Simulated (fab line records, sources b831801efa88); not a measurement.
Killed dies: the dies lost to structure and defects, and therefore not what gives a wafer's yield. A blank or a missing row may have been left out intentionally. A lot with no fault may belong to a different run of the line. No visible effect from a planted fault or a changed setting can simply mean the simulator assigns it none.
Struck lot and sound lot, side by side :: flow sky130 :: 15 out of 708 route steps
Sound: the wafers L667.3, L667.4, L667.6. Struck: wafer L683.5 (left out: L683.1, L683.3 of the same lot, which were not struck); the cause appears at the end.
Each step with rows lists, per side, the tool, then ch with its chambers, then its first start. Under that, the readings that differ: sound wafers :: struck wafers :: difference of the means :: sigmas: that difference in standard deviations of wafers without a fault.
alike: readings whose means differ by less than 2 such deviations, and words and numbers that are the same on both sides. not compared: withheld readings, readings that some wafer has no value for, bounds like >300 that may hide the same value, and numbers for which the record gives no deviation and whose values overlap.
A row with sigmas, a row that says differs or no value, or rows on one side alone: a step with any of these is where the two part. When numbers do not overlap yet have no deviation, they are printed without sigmas and do not part them. A reading that every wafer of one side lacks parts them only if that side has two wafers or more.

SKY_SONOS_ONO_THK_MEAS_03:
  sound on film_metro-01 at day 12 02:02; struck on film_metro-03 at day 17 23:09
reading: SONOS_ONO_CVD_02_THK (nm)
sound: 10.90 10.74 10.84
struck: 10.33
difference: -0.50
sigmas: -4
then, 1 step without rows for these wafers: SKY_SONOS_ONO_CVD_04 (deposits SiO2 from SiH4/N2O, target thk 5.7199 nm).
SKY_SONOS_ONO_THK_MEAS_05:
  sound on film_metro-04 at day 12 03:58; struck on film_metro-01 at day 18 00:28
  alike: SONOS_ONO_CVD_04_THK
then, 7 steps without rows for these wafers: SKY_SONOS_ONO_DEHYDRATE_06 (time 60 s); SKY_SONOS_ONO_HMDS_07 (prime time 60 s); SKY_SONOS_ONO_COAT_08 (resist thk 1140 nm); SKY_SONOS_ONO_SOFTBAKE_09 (time 60 s); SKY_SONOS_ONO_EXPOSE_10 (exposes mask ONOM, target cd 410 nm); SKY_SONOS_ONO_PEB_11; SKY_SONOS_ONO_DEVELOP_12 (develop time 60 s).
SKY_SONOS_ONO_CD_MEAS_13 targets a cd of 410 nm.
  sound on cd_sem-01 at day 13 04:29; struck on cd_sem-01 at day 19 06:36
  alike: cd_nm
SKY_SONOS_ONO_OVL_MEAS_14:
  sound on overlay-01 at day 13 04:35; struck on overlay-02 at day 19 06:43
reading: SONOS_ONO_OVL (nm)
sound: -0.1 -2.7 -1.0
struck: 2.2
difference: +3.5
sigmas: +3
SKY_SONOS_ONO_ETCH_15: etches the open film in CHF3/O2, target depth 19.52 nm, time 7.8 s.
  sound on rie_diel-01 ch 1,2, day 13 04:37; struck on rie_diel-03 ch 0, day 19 06:46
reading: model.etch.depth_nm (nm)
sound: 20.09 19.51 19.98
struck: 21.55
difference: +1.69
sigmas: 

reading: model.SONOS_ONO.feature_depth_nm (nm)
sound: 20.09 19.51 19.98
struck: 21.55
difference: +1.69
sigmas: 

reading: model.SiO2_of_NWELL_OXIDATION_01.thk_nm (nm)
sound: 5.591 5.566 5.284
struck: 5.146
difference: -0.334
sigmas: 
  alike: drypump_motor_current_A, oes_product_au, throttle_valve_pct
  not compared: rf_hours_counter_h
then, 1 step without rows for these wafers: SKY_SONOS_ONO_WET_ETCH_16 (etches SiO2 in dHF, target depth 14 nm, time 280 s).
SKY_PAD_OPEN_PROBE_99:
  the record has rows for the sound wafers here (prober-01, day 46 09:59) and none for the struck ones

WHERE THEY PART
Earliest at SKY_SONOS_ONO_THK_MEAS_03; latest, in this record, at SKY_PAD_OPEN_PROBE_99.

WHY: whatever the simulator had introduced
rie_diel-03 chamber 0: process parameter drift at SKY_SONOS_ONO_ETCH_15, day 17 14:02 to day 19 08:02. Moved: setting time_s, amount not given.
